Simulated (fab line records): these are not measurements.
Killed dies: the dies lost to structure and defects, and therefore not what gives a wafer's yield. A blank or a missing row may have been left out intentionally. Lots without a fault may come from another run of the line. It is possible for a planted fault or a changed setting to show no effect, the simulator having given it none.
fab line records	flow sky130
record: lots: 5	wafers: 23
route steps=708 shown LDD_HVN@269 POLY_CUT@310 SD_P@324 RES_XHIGH@339 SD_N@351
start-h: the number of hours between the record's first day and the start of the first shown wafer of the lot	wait-h: hours from the lot's prior step to this one	" repeats the value in the row above	L1.1+2: a row that stands for several wafers	- no value, or no start was given	* or withheld: withheld	< > ~ a bound
route shown NAME@n: a module of which the file shows steps, and the number in the route of the first	usual: average and standard deviation across the fault-free wafers	same: alike in all rows	chamber/n: place in a boat	sites: each site's reading	_std_site: standard deviation of those values	_edge_site: mean of outer sites minus mean of inner sites	radius-mm: for every site, how far away it sits from the centre of the wafer	mask NAME#n: copy n	behind: the tool/chamber that last shaped the wafer	hold: why the lot went on hold/how many hours it stayed there/how the hold came to an end	device: which transistor (n, p or np) failed to switch	end of line: the same wafers' tests at the end of the route	step lacking rows: just its recipe	killed: count of dies lost to structure and defects at first sort (not the wafer's yield)	map: per-die view of a wafer (x killed, . not killed, _ where there is no die)
set.NAME: the setting as run; set.NAME@STEP: as run at that earlier step	model.NAME: the simulator's own value behind a step, which no gauge read
lots run with intentionally changed settings; tables by step, rows by wafer
== steps ==
step: SKY_LDD_HVN_COAT_02
recipe: resist: NOVOLAK	spin-rpm: 3000	resist-thk-nm: 300
lot.wafer	tool	chamber	start-h	wait-h	set.resist-thk-nm	model.NOVOLAK_of_LDD_HVN_COAT_02.thk-nm
L074.1	litho-track-02	0	539.98	0.1	300	300
L074.2	"	0	"	"	300	299.6
L074.4	"	0	"	"	300	299.9
L074.5	"	0	"	"	300	299.5
L074.6	"	0	"	"	300	300.2
L076.1	litho-track-03	0	541.04	0.1	308.3	307.4
L076.2	"	0	"	"	300	299.6
L076.3	"	0	"	"	300	299.9
L076.4	"	0	"	"	300	298.4
L076.5	"	0	"	"	308.3	307
L083.1	litho-track-02	0	545.23	0.1	300	301.1
L083.2	"	0	"	"	300	301.3
L083.3	"	0	"	"	300	300.5
L083.4	"	0	"	"	300	300.8
L083.6	"	0	"	"	300	300.2
L080.1	litho-track-03	0	552.09	0.1	300	300.9
L080.2	"	0	"	"	300	301.7
L080.3	"	0	"	"	300	301.9
L085.1	litho-track-01	0	630.17	0.1	300	298.8
L085.2	"	0	"	"	300	298.2
L085.3	"	0	"	"	314.2	312.4
L085.4	"	0	"	"	300	299.3
L085.5	"	0	"	"	314.2	312.6
step: SKY_LDD_HVN_IMPLANT_08
recipe: species: P	energy-kev: 60	dose-cm2: 3e+13	tilt-deg: 40
lot.wafer	tool	chamber	start-h	wait-h	set.dose-cm2
L074.1+2+5	implanter-01	0	555.86	0.0	2.797e+13
L074.4+6	"	0	"	"	3e+13
L076.1+2	implanter-04	0	556.81	0.0	3e+13
L076.3+4+5	"	0	"	"	3.21e+13
L083.1+2+6	implanter-01	0	559.06	0.0	2.889e+13
L083.3+4	"	0	"	"	3e+13
L080.1+2+3	implanter-04	0	565.96	0.0	3e+13
L085.1+5	implanter-03	0	644.07	0.0	3.159e+13
L085.2+3+4	"	0	"	"	3e+13
step: SKY_LDD_HVN_STRIP_09
recipe: chemistry: O2/N2	power-w: 1400	pressure-mtorr: 1500	platen-temp-c: withheld	o2-flow-sccm: 3000	n2-flow-sccm: 300	overash-fraction: 0.5
usual: strip-time-to-endpoint-s: 4.133/0.022
lot.wafer	tool	chamber	start-h	wait-h	set.resist-thk-nm@LDD_HVN_COAT_02	strip-time-to-endpoint-s
L074.1	plasma-asher-02	0	556.16	0.2	300	4.115
L074.2	"	1	"	"	300	4.138
L074.4	"	0	"	"	300	4.148
L074.5	"	0	"	"	300	4.107
L074.6	"	1	"	"	300	4.127
L076.1	plasma-asher-02	0	556.96	0.1	308.3	4.212
L076.2	"	1	"	"	300	4.125
L076.3	"	0	"	"	300	4.125
L076.4	"	1	"	"	300	4.108
L076.5	"	1	"	"	308.3	4.224
L083.1	plasma-asher-04	1	559.36	0.2	300	4.148
L083.2	"	0	"	"	300	4.152
L083.3	"	0	"	"	300	4.139
L083.4	"	1	"	"	300	4.161
L083.6	"	1	"	"	300	4.139
L080.1	plasma-asher-02	1	566.11	0.1	300	4.157
L080.2	"	0	"	"	300	4.158
L080.3	"	0	"	"	300	4.166
L085.1	plasma-asher-02	1	644.22	0.1	300	4.111
L085.2	"	0	"	"	300	4.116
L085.3	"	1	"	"	314.2	4.292
L085.4	"	0	"	"	300	4.108
L085.5	"	1	"	"	314.2	4.316
step: SKY_LDD_HVN_TW_MEAS_10
usual: LDD_HVN_TW: 1436/15
lot.wafer	tool	chamber	start-h	wait-h	set.dose-cm2@LDD_HVN_IMPLANT_08	LDD_HVN_TW
L074.1	film-metro-03	-	556.26	0.1	2.797e+13	1420
L074.2	"	-	"	"	2.797e+13	1417
L074.4	"	-	"	"	3e+13	1446
L074.5	"	-	"	"	2.797e+13	1420
L074.6	"	-	"	"	3e+13	1455
L076.1	film-metro-04	-	557.06	0.1	3e+13	1420
L076.2	"	-	"	"	3e+13	1434
L076.3	"	-	"	"	3.21e+13	1463
L076.4	"	-	"	"	3.21e+13	1450
L076.5	"	-	"	"	3.21e+13	1463
L083.1	film-metro-03	-	559.46	0.1	2.889e+13	1422
L083.2	"	-	"	"	2.889e+13	1437
L083.3	"	-	"	"	3e+13	1452
L083.4	"	-	"	"	3e+13	1445
L083.6	"	-	"	"	2.889e+13	1433
L080.1	film-metro-01	-	566.21	0.1	3e+13	1413
L080.2	"	-	"	"	3e+13	1399
L080.3	"	-	"	"	3e+13	1411
L085.1	film-metro-04	-	644.32	0.1	3.159e+13	1463
L085.2	"	-	"	"	3e+13	1428
L085.3	"	-	"	"	3e+13	1434
L085.4	"	-	"	"	3e+13	1431
L085.5	"	-	"	"	3.159e+13	1446
step: SKY_POLY_CUT_COAT_03
recipe: resist: KrF-thick	spin-rpm: 3000	resist-thk-nm: 450
lot.wafer	tool	chamber	start-h	wait-h	set.spin-rpm	model.KrF-thick_of_POLY_CUT_COAT_03.thk-nm
L074.1	litho-track-04	0	-	-	3000	448.5
L074.2	"	0	"	"	3000	448.4
L074.4	"	0	"	"	3000	446.1
L074.5	"	0	"	"	3000	447.3
L074.6	"	0	"	"	3000	449.2
L076.1	litho-track-02	0	-	-	3000	449
L076.2	"	0	"	"	3000	448.7
L076.3	"	0	"	"	3000	449.8
L076.4	"	0	"	"	3101	441.7
L076.5	"	0	"	"	3101	441.3
L083.1	litho-track-03	0	-	-	2892	457.9
L083.2	"	0	"	"	3000	451.2
L083.3	"	0	"	"	2892	458.4
L083.4	"	0	"	"	3000	450.7
L083.6	"	0	"	"	2892	459.4
L080.1	litho-track-02	0	-	-	3000	450.5
L080.2+3	"	0	"	"	3000	449.5
L085.1	litho-track-02	0	-	-	3000	448.4
L085.2	"	0	"	"	3000	448.8
L085.3	"	0	"	"	3000	448.3
L085.4	"	0	"	"	3000	449
L085.5	"	0	"	"	3000	448
step: SKY_POLY_CUT_EXPOSE_05
recipe: mask-id: NPCM	na: 0.8	source-shape: annular	sigma-inner: 0.55	sigma-outer: 0.85	target-cd-nm: 270	dose-mj: 32
lot.wafer	tool	chamber	start-h	wait-h	mask	set.dose-mj
L074.1+4	krf-scanner-01	0	-	-	NPCM#0	32
L074.2+5+6	"	0	"	"	NPCM#0	33.07
L076.1+2+4	krf-scanner-02	0	-	-	NPCM#0	32.81
L076.3+5	"	0	"	"	NPCM#0	32
L083.1+2+3+4+6	krf-scanner-01	0	-	-	NPCM#0	32
L080.1+2+3	krf-scanner-01	0	-	-	NPCM#0	32
L085.1+2+3+4+5	krf-scanner-01	0	-	-	NPCM#0	32
step: SKY_POLY_CUT_PEB_06
recipe: peb-temp-c: withheld	peb-time-s: withheld	resist: KrF-thick
step: SKY_POLY_CUT_DEVELOP_07
recipe: develop-time-s: 58.81	resist: KrF-thick	dev-temp-c: 21
lot.wafer	tool	chamber	start-h	wait-h	set.dose-mj@POLY_CUT_EXPOSE_05	model.POLY_CUT.cd-nm
L074.1	litho-track-03	0	-	-	32	269.9
L074.2	"	0	"	"	33.07	277.1
L074.4	"	0	"	"	32	270
L074.5	"	0	"	"	33.07	275.2
L074.6	"	0	"	"	33.07	274.6
L076.1	litho-track-04	0	-	-	32.81	275
L076.2	"	0	"	"	32.81	274
L076.3	"	0	"	"	32	267.9
L076.4	"	0	"	"	32.81	274.6
L076.5	"	0	"	"	32	269.7
L083.1	litho-track-04	0	-	-	32	267.7
L083.2	"	0	"	"	32	268.7
L083.3+6	"	0	"	"	32	268
L083.4	"	0	"	"	32	266.7
L080.1	litho-track-02	0	-	-	32	268.4
L080.2	"	0	"	"	32	269.6
L080.3	"	0	"	"	32	267.9
L085.1	litho-track-03	0	-	-	32	269.9
L085.2+4	"	0	"	"	32	269.5
L085.3	"	0	"	"	32	270.6
L085.5	"	0	"	"	32	269.4
step: SKY_POLY_CUT_CD_MEAS_08
recipe: target-cd-nm: 270
usual: cd-nm: 269.9/1.4
lot.wafer	tool	chamber	start-h	wait-h	set.dose-mj@POLY_CUT_EXPOSE_05	cd-nm
L074.1	cd-sem-02	-	643.74	-	32	269.9
L074.2	"	-	"	"	33.07	277.3
L074.4	"	-	"	"	32	270.3
L074.5	"	-	"	"	33.07	275.6
L074.6	"	-	"	"	33.07	274.5
L076.1	cd-sem-01	-	644.20	-	32.81	274.8
L076.2	"	-	"	"	32.81	274.0
L076.3	"	-	"	"	32	267.9
L076.4	"	-	"	"	32.81	274.6
L076.5	"	-	"	"	32	269.5
L083.1	cd-sem-01	-	647.45	-	32	267.9
L083.2	"	-	"	"	32	268.6
L083.3	"	-	"	"	32	267.9
L083.4	"	-	"	"	32	266.5
L083.6	"	-	"	"	32	268.1
L080.1	cd-sem-02	-	655.38	-	32	268.1
L080.2	"	-	"	"	32	269.9
L080.3	"	-	"	"	32	267.8
L085.1	cd-sem-01	-	728.47	-	32	269.9
L085.2	"	-	"	"	32	269.7
L085.3	"	-	"	"	32	270.4
L085.4	"	-	"	"	32	269.8
L085.5	"	-	"	"	32	269.6
step: SKY_POLY_CUT_ETCH_10
recipe: chemistry: N2/H2	target: BARC	ion-energy-ev: 200	source-w: 500	bias-w: 100	pressure-mtorr: 30	n2-flow-sccm: 100	h2-flow-sccm: 200	stop-on: SiO2	time-s: 45.9	target-depth-a: 600
lot.wafer	tool	chamber	start-h	wait-h	set.dose-mj@POLY_CUT_EXPOSE_05	model.POLY_CUT.cd-nm
L074.1	rie-diel-01	2	643.89	0.0	32	269.4
L074.2	"	3	"	"	33.07	276.6
L074.4	"	1	"	"	32	270.6
L074.5	"	3	"	"	33.07	274.6
L074.6	"	2	"	"	33.07	274.7
L076.1	rie-diel-02	2	644.36	0.0	32.81	275.9
L076.2	"	3	"	"	32.81	274.6
L076.3	"	1	"	"	32	267.9
L076.4	"	2	"	"	32.81	275.4
L076.5	"	1	"	"	32	269.1
L083.1	rie-diel-04	0	647.61	0.0	32	267.5
L083.2	"	2	"	"	32	268.9
L083.3	"	1	"	"	32	267.6
L083.4	"	1	"	"	32	266.6
L083.6	"	2	"	"	32	268
L080.1	rie-diel-02	2	655.53	0.0	32	269.2
L080.2	"	3	"	"	32	270.4
L080.3	"	1	"	"	32	267.3
L085.1	rie-diel-04	3	728.62	0.0	32	269.9
L085.2	"	1	"	"	32	269.7
L085.3	"	0	"	"	32	271.7
L085.4	"	2	"	"	32	270.7
L085.5	"	2	"	"	32	270.6
step: SKY_POLY_CUT_ETCH_11
recipe: target: Si3N4	chemistry: CF4/CH2F2/Ar	stop-on: poly-Si	source-w: 600	bias-w: 150	pressure-mtorr: 40	cf4-flow-sccm: 40	ch2f2-flow-sccm: 20	Ar_flow_sccm: 150	time-s: 42.5	target-depth-a: 600
step: SKY_POLY_CUT_STRIP_12
recipe: chemistry: O2/N2	power-w: 1400	pressure-mtorr: 1500	platen-temp-c: withheld	o2-flow-sccm: 3000	n2-flow-sccm: 300	overash-fraction: 0.5
usual: strip-time-to-endpoint-s: 5.346/0.018
lot.wafer	tool	chamber	start-h	wait-h	set.spin-rpm@POLY_CUT_COAT_03	strip-time-to-endpoint-s
L074.1	plasma-asher-03	1	643.97	0.0	3000	5.323
L074.2	"	0	"	"	3000	5.343
L074.4	"	0	"	"	3000	5.310
L074.5	"	1	"	"	3000	5.325
L074.6	"	0	"	"	3000	5.327
L076.1	plasma-asher-01	1	644.44	0.0	3000	5.340
L076.2	"	0	"	"	3000	5.325
L076.3	"	0	"	"	3000	5.332
L076.4	"	1	"	"	3101	5.249
L076.5	"	0	"	"	3101	5.247
L083.1	plasma-asher-02	0	647.69	0.0	2892	5.439
L083.2	"	1	"	"	3000	5.368
L083.3	"	1	"	"	2892	5.437
L083.4	"	0	"	"	3000	5.351
L083.6	"	1	"	"	2892	5.453
L080.1	plasma-asher-01	0	655.61	0.0	3000	5.367
L080.2	"	1	"	"	3000	5.354
L080.3	"	1	"	"	3000	5.339
L085.1	plasma-asher-01	0	728.70	0.0	3000	5.311
L085.2	"	1	"	"	3000	5.336
L085.3	"	1	"	"	3000	5.323
L085.4	"	0	"	"	3000	5.341
L085.5	"	0	"	"	3000	5.320
step: SKY_SD_P_EXPOSE_04
recipe: mask-id: PSDM	na: 0.6	source-shape: conventional	sigma-outer: 0.6	polarization: unpolarized	target-cd-nm: 380	dose-mj: 138
lot.wafer	tool	chamber	start-h	wait-h	mask	set.dose-mj
L074.1+4+5	iline-stepper-01	0	-	-	PSDM#0	147.2
L074.2+6	"	0	"	"	PSDM#0	138
L076.1+2+3+4+5	iline-stepper-02	0	-	-	PSDM#0	138
L083.1+2	iline-stepper-01	0	-	-	PSDM#0	128.2
L083.3+4+6	"	0	"	"	PSDM#0	138
L080.1+2+3	iline-stepper-01	0	-	-	PSDM#0	138
L085.1+3+5	iline-stepper-01	0	-	-	PSDM#0	129.7
L085.2+4	"	0	"	"	PSDM#0	138
step: SKY_SD_P_DEVELOP_06
recipe: resist: NOVOLAK	developer: TMAH	develop-time-s: 60	dev-temp-c: 23
lot.wafer	tool	chamber	start-h	wait-h	set.develop-time-s
L074.1+6	litho-track-01	0	671.27	0.1	60
L074.2+4+5	"	0	"	"	66.91
L076.1+2+3+4+5	litho-track-02	0	671.73	0.1	60
L083.1+2+3+4+6	litho-track-01	0	675.27	0.1	60
L080.1+2+3	litho-track-03	0	683.19	0.1	60
L085.1+2+3+4+5	litho-track-01	0	755.92	0.1	60
step: SKY_SD_P_CD_MEAS_07
recipe: target-cd-nm: 380
usual: cd-nm: 379.8/1.7
lot.wafer	tool	chamber	start-h	wait-h	set.dose-mj@SD_P_EXPOSE_04	cd-nm
L074.1	cd-sem-01	-	671.42	0.1	147.2	397.9
L074.2	"	-	"	"	138	390.6
L074.4	"	-	"	"	147.2	407.2
L074.5	"	-	"	"	147.2	408.2
L074.6	"	-	"	"	138	381.0
L076.1	cd-sem-01	-	671.88	0.1	138	378.5
L076.2	"	-	"	"	138	382.3
L076.3	"	-	"	"	138	383.4
L076.4	"	-	"	"	138	381.5
L076.5	"	-	"	"	138	380.3
L083.1	cd-sem-01	-	675.42	0.1	128.2	361.5
L083.2	"	-	"	"	128.2	360.8
L083.3	"	-	"	"	138	383.6
L083.4	"	-	"	"	138	383.3
L083.6	"	-	"	"	138	382.5
L080.1	cd-sem-01	-	683.34	0.1	138	379.6
L080.2	"	-	"	"	138	380.4
L080.3	"	-	"	"	138	380.6
L085.1	cd-sem-01	-	756.07	0.1	129.7	362.6
L085.2	"	-	"	"	138	379.8
L085.3	"	-	"	"	129.7	361.9
L085.4	"	-	"	"	138	380.0
L085.5	"	-	"	"	129.7	361.1
step: SKY_RES_XHIGH_IMPLANT_07
recipe: species: BF2	energy-kev: 20	dose-cm2: 3.6e+14	tilt-deg: 0
lot.wafer	tool	chamber	start-h	wait-h	set.energy-kev	model.implant.rp-nm	model.implant.drp-nm
L074.1+4+6	implanter-03	0	699.32	0.1	20	17.2	9.746
L074.2+5	"	0	"	"	20.45	17.5	9.899
L076.1+3+5	implanter-01	0	699.49	0.1	19.68	17.44	9.636
L076.2+4	"	0	"	"	20	17.67	9.746
L083.1+3+4	implanter-03	0	702.67	0.2	20	17.92	9.746
L083.2+6	"	0	"	"	20.31	18.13	9.852
L080.1+2+3	implanter-03	0	710.55	0.1	20	17.3	9.746
L085.1+3	implanter-04	0	782.04	0.1	20	17.49	9.746
L085.2+4+5	"	0	"	"	18.85	16.7	9.349
step: SKY_RES_XHIGH_STRIP_08
recipe: chemistry: O2/N2	power-w: 1400	pressure-mtorr: 1500	platen-temp-c: withheld	o2-flow-sccm: 3000	n2-flow-sccm: 300	overash-fraction: 0.5
step: SKY_RES_XHIGH_TW_MEAS_09
usual: RES_XHIGH_TW: 1635/11
lot.wafer	tool	chamber	start-h	wait-h	set.energy-kev@RES_XHIGH_IMPLANT_07	RES_XHIGH_TW
L074.1	film-metro-03	-	699.57	0.1	20	1650
L074.2	"	-	"	"	20.45	1660
L074.4	"	-	"	"	20	1636
L074.5	"	-	"	"	20.45	1662
L074.6	"	-	"	"	20	1644
L076.1	film-metro-04	-	699.74	0.1	19.68	1622
L076.2	"	-	"	"	20	1622
L076.3	"	-	"	"	19.68	1618
L076.4	"	-	"	"	20	1631
L076.5	"	-	"	"	19.68	1616
L083.1	film-metro-01	-	702.92	0.1	20	1649
L083.2	"	-	"	"	20.31	1658
L083.3	"	-	"	"	20	1653
L083.4	"	-	"	"	20	1652
L083.6	"	-	"	"	20.31	1647
L080.1	film-metro-04	-	710.80	0.1	20	1633
L080.2	"	-	"	"	20	1632
L080.3	"	-	"	"	20	1630
L085.1	film-metro-01	-	782.29	0.1	20	1640
L085.2	"	-	"	"	18.85	1615
L085.3	"	-	"	"	20	1636
L085.4	"	-	"	"	18.85	1607
L085.5	"	-	"	"	18.85	1613
step: SKY_SD_N_IMPLANT_09
recipe: species: As	energy-kev: 50	dose-cm2: 4e+15	tilt-deg: 0
lot.wafer	tool	chamber	start-h	wait-h	set.energy-kev	model.implant.rp-nm	model.implant.drp-nm
L074.1+2+6	implanter-03	0	727.36	0.0	47.96	31.71	13.68
L074.4+5	"	0	"	"	50	32.81	14.11
L076.1+4	implanter-02	0	727.72	0.0	47.95	32.09	13.67
L076.2+3+5	"	0	"	"	50	33.2	14.11
L083.1+4	implanter-04	0	730.06	0.0	50	32.35	14.11
L083.2+3+6	"	0	"	"	49.1	31.87	13.92
L080.1+2+3	implanter-04	0	738.46	0.0	50	32.28	14.11
L085.1+2+5	implanter-03	0	807.26	0.0	50	32.84	14.11
L085.3+4	"	0	"	"	47.72	31.61	13.62
step: SKY_SD_N_IMPLANT_10
recipe: species: P	energy-kev: 20	dose-cm2: 1e+14	tilt-deg: 0
step: SKY_SD_N_STRIP_11
recipe: chemistry: O2/N2	power-w: 1400	pressure-mtorr: 1500	platen-temp-c: withheld	o2-flow-sccm: 3000	n2-flow-sccm: 300	overash-fraction: 0.5
usual: strip-time-to-endpoint-s: 22.55/0.047
lot.wafer	tool	chamber	start-h	wait-h	set.energy-kev@SD_N_IMPLANT_09	strip-time-to-endpoint-s
L074.1	plasma-asher-01	1	727.66	0.1	47.96	22.28
L074.2	"	0	"	"	47.96	22.30
L074.4	"	0	"	"	50	22.53
L074.5	"	0	"	"	50	22.53
L074.6	"	1	"	"	47.96	22.25
L076.1	plasma-asher-03	1	728.02	0.1	47.95	22.23
L076.2	"	0	"	"	50	22.57
L076.3	"	0	"	"	50	22.55
L076.4	"	1	"	"	47.95	22.23
L076.5	"	0	"	"	50	22.48
L083.1	plasma-asher-01	1	730.36	0.1	50	22.61
L083.2	"	0	"	"	49.1	22.46
L083.3	"	1	"	"	49.1	22.47
L083.4	"	0	"	"	50	22.61
L083.6	"	1	"	"	49.1	22.42
L080.1	plasma-asher-04	1	738.76	0.1	50	22.53
L080.2	"	0	"	"	50	22.60
L080.3	"	1	"	"	50	22.59
L085.1	plasma-asher-01	0	807.56	0.1	50	22.54
L085.2	"	1	"	"	50	22.53
L085.3	"	0	"	"	47.72	22.23
L085.4	"	1	"	"	47.72	22.19
L085.5	"	1	"	"	50	22.55
step: SKY_SD_N_CLEAN_13
recipe: chemistry: SC1/SC2	mix: 1:4:20	temp-c: 70	time-s: 150	dry: n2-spin
step: SKY_SD_N_RTA_14
recipe: temp-c: 1075	time-s: 2	idle-temp-c: 650	ramp-up-c-per-s: 150	ramp-down-c-per-s: 90	ambient: N2
step: SKY_SD_N_RS_MEAS_16
recipe: thk-meas-gauge: four-point-probe
usual: SD_N_RS: 68.45/0.12
lot.wafer	tool	chamber	start-h	wait-h	set.energy-kev@SD_N_IMPLANT_09	SD_N_RS[ohm/sq]
L074.1	film-metro-03	-	728.04	0.1	47.96	70.14
L074.2	"	-	"	"	47.96	70.06
L074.4	"	-	"	"	50	68.51
L074.5	"	-	"	"	50	68.52
L074.6	"	-	"	"	47.96	70.00
L076.1	film-metro-04	-	728.40	0.1	47.95	69.76
L076.2	"	-	"	"	50	68.52
L076.3	"	-	"	"	50	68.29
L076.4	"	-	"	"	47.95	69.87
L076.5	"	-	"	"	50	68.49
L083.1	film-metro-04	-	730.74	0.1	50	68.35
L083.2	"	-	"	"	49.1	69.15
L083.3	"	-	"	"	49.1	69.00
L083.4	"	-	"	"	50	68.47
L083.6	"	-	"	"	49.1	69.12
L080.1	film-metro-01	-	739.14	0.1	50	68.63
L080.2	"	-	"	"	50	68.38
L080.3	"	-	"	"	50	68.46
L085.1	film-metro-01	-	807.94	0.1	50	68.12
L085.2	"	-	"	"	50	68.20
L085.3	"	-	"	"	47.72	69.95
L085.4	"	-	"	"	47.72	69.89
L085.5	"	-	"	"	50	68.26
== key ==
split: step: SKY_LDD_HVN_COAT_02	setting: resist-thk-nm	stated: 300	by: wafer
response: step: SKY_LDD_HVN_COAT_02	reading: model.NOVOLAK_of_LDD_HVN_COAT_02.thk-nm	change: +2.89	per: 1%	r: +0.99
response: step: SKY_LDD_HVN_STRIP_09	reading: strip-time-to-endpoint-s	change: *	per: 1%	r: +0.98
split: step: SKY_LDD_HVN_IMPLANT_08	setting: dose-cm2	stated: 3e+13	by: wafer
response: step: SKY_LDD_HVN_TW_MEAS_10	reading: LDD_HVN_TW	change: +4.57	per: 1%	r: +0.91
split: step: SKY_POLY_CUT_COAT_03	setting: spin-rpm	stated: 3000	by: wafer
response: step: SKY_POLY_CUT_COAT_03	reading: model.KrF-thick_of_POLY_CUT_COAT_03.thk-nm	change: -2.19	per: 1%	r: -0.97
response: step: SKY_POLY_CUT_STRIP_12	reading: strip-time-to-endpoint-s	change: *	per: 1%	r: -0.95
split: step: SKY_POLY_CUT_EXPOSE_05	setting: dose-mj	stated: 32	by: wafer
response: step: SKY_POLY_CUT_DEVELOP_07	reading: model.POLY_CUT.cd-nm	change: +1.91	per: 1%	r: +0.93
response: step: SKY_POLY_CUT_CD_MEAS_08	reading: cd-nm	change: +1.91	per: 1%	r: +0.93
response: step: SKY_POLY_CUT_ETCH_10	reading: model.POLY_CUT.cd-nm	change: +1.99	per: 1%	r: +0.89
split: step: SKY_SD_P_EXPOSE_04	setting: dose-mj	stated: 138	by: wafer
response: step: SKY_SD_P_CD_MEAS_07	reading: cd-nm	change: +2.97	per: 1%	r: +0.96
split: step: SKY_SD_P_DEVELOP_06	setting: develop-time-s	stated: 60	by: wafer
response none clear
split: step: SKY_RES_XHIGH_IMPLANT_07	setting: energy-kev	stated: 20	by: wafer
response: step: SKY_RES_XHIGH_IMPLANT_07	reading: model.implant.rp-nm	change: +0.137	per: 1%	r: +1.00
response: step: SKY_RES_XHIGH_IMPLANT_07	reading: model.implant.drp-nm	change: +0.0689	per: 1%	r: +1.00
response: step: SKY_RES_XHIGH_TW_MEAS_09	reading: RES_XHIGH_TW	change: +4.83	per: 1%	r: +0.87
split: step: SKY_SD_N_IMPLANT_09	setting: energy-kev	stated: 50	by: wafer
response: step: SKY_SD_N_IMPLANT_09	reading: model.implant.rp-nm	change: +0.269	per: 1%	r: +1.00
response: step: SKY_SD_N_IMPLANT_09	reading: model.implant.drp-nm	change: +0.106	per: 1%	r: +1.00
response: step: SKY_SD_N_STRIP_11	reading: strip-time-to-endpoint-s	change: *	per: 1%	r: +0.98
response: step: SKY_SD_N_RS_MEAS_16	reading: SD_N_RS	change: -0.367	per: 1%	r: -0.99
